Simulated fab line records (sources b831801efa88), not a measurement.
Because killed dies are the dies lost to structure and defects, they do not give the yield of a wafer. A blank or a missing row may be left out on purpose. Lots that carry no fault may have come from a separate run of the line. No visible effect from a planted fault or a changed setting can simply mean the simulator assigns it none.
What tool caused it? | flow gf180mcu | 36 wafers from 12 lots sampled at 2 of the route's 602 steps

WHAT THE GAUGES READ, wafer by wafer
GF_M1_RS_MEAS_05: measures by four-point-probe.
lot  | measured     | on            | M1_ALCU_RS (ohm/sq)
L892 | day 16 14:04 | film-metro-04 | 0.0695 0.0701 0.0697
L893 | day 16 16:35 | film-metro-04 | 0.0693 0.0704 0.0701
L894 | day 17 03:10 | film-metro-02 | 0.0695 0.0689 0.0694
L898 | day 18 08:16 | film-metro-01 | 0.0698 0.0704 0.0703
L901 | day 19 11:26 | film-metro-04 | 0.1139 0.1144 0.1148 0.1137 0.1147 0.1147
L904 | day 20 15:39 | film-metro-04 | 0.1127 0.1134 0.1151 0.1126 0.1134 0.1148
L906 | day 21 07:53 | film-metro-04 | 0.0692 0.0697 0.0697
L911 | day 23 01:32 | film-metro-02 | 0.0701 0.0694 0.0705
L912 | day 23 06:30 | film-metro-04 | 0.0693 0.0677 0.0688
L913 | day 23 23:31 | film-metro-02 | 0.0698 0.0695 0.0700
L914 | day 24 01:34 | film-metro-04 | 0.0687 0.0678 0.0690
L915 | day 24 07:12 | film-metro-01 | 0.0693 0.0698 0.0694

WHAT TOOL EACH LOT RAN ON (gives the tool, then ch and the chambers of the sampled wafers, and finally the start)
lot  | GF_M1_SPUTTER_02
L892 | pvd-sputter-01, day 16 13:57
L893 | pvd-sputter-03, day 16 16:30
L894 | pvd-sputter-01, day 17 03:05
L898 | pvd-sputter-04, day 18 08:10
L901 | pvd-sputter-01, day 19 11:20
L904 | pvd-sputter-01, day 20 15:34
L906 | pvd-sputter-04, day 21 07:47
L911 | pvd-sputter-03, day 23 01:26
L912 | pvd-sputter-04, day 23 06:25
L913 | pvd-sputter-01, day 23 23:23
L914 | pvd-sputter-04, day 24 01:28
L915 | pvd-sputter-03, day 24 07:05
- GF_M1_SPUTTER_02: material AlCu, target thk 450 nm, time 23.9 s.

WHAT THE TOOLS THEMSELVES READ (means of the sampled wafers that have a number; where no wafer has one, the mark that the record gives instead)
GF_M1_SPUTTER_02.
lot  | tool           | throttle-valve-pct (%)
L892 | pvd-sputter-01 | 31.7
L893 | pvd-sputter-03 | 30.4
L894 | pvd-sputter-01 | 31.6
L898 | pvd-sputter-04 | 30.8
L901 | pvd-sputter-01 | 31.9
L904 | pvd-sputter-01 | 31.6
L906 | pvd-sputter-04 | 30.7
L911 | pvd-sputter-03 | 30.5
L912 | pvd-sputter-04 | 31.5
L913 | pvd-sputter-01 | 30.6
L914 | pvd-sputter-04 | 31.4
L915 | pvd-sputter-03 | 31.0

THE ANSWER, worked out from the rows above alone
Rule: what is usual is taken from the lots themselves. The widest of any qualifying gaps counts: lots, ordered by their means at a reading, are off when they make up no more than a third of the lots, leave a main group of 4 or more, and stand apart from it by 3 or more times the standard deviation of that group's means. Not used: any main group whose means are identical at the precision the tables above print for the reading. Also off: a lot with no number at a reading for which 4 or more lots have one. The other lots that the step has rows for count as sound. The gauges are gone through in route order, then the tools' own readings, and for those a lot's mean is taken as printed above. The first step at which some lot is off is used, and at that step the reading that is off furthest; a lot without a number counts as furthest.
Off: L901, L904, seen at GF_M1_RS_MEAS_05 (M1_ALCU_RS). The main group: mean 0.0695 ohm/sq, standard deviation 0.00054.
A tool fits if, at a process step before that reading, it ran every lot that is off, and no sound lot after the first of them. Gauges at GF_M1_RS_MEAS_05: tried the same way as those tools. Not one of the candidates tried fits.

WHAT THE SIMULATOR PUT IN
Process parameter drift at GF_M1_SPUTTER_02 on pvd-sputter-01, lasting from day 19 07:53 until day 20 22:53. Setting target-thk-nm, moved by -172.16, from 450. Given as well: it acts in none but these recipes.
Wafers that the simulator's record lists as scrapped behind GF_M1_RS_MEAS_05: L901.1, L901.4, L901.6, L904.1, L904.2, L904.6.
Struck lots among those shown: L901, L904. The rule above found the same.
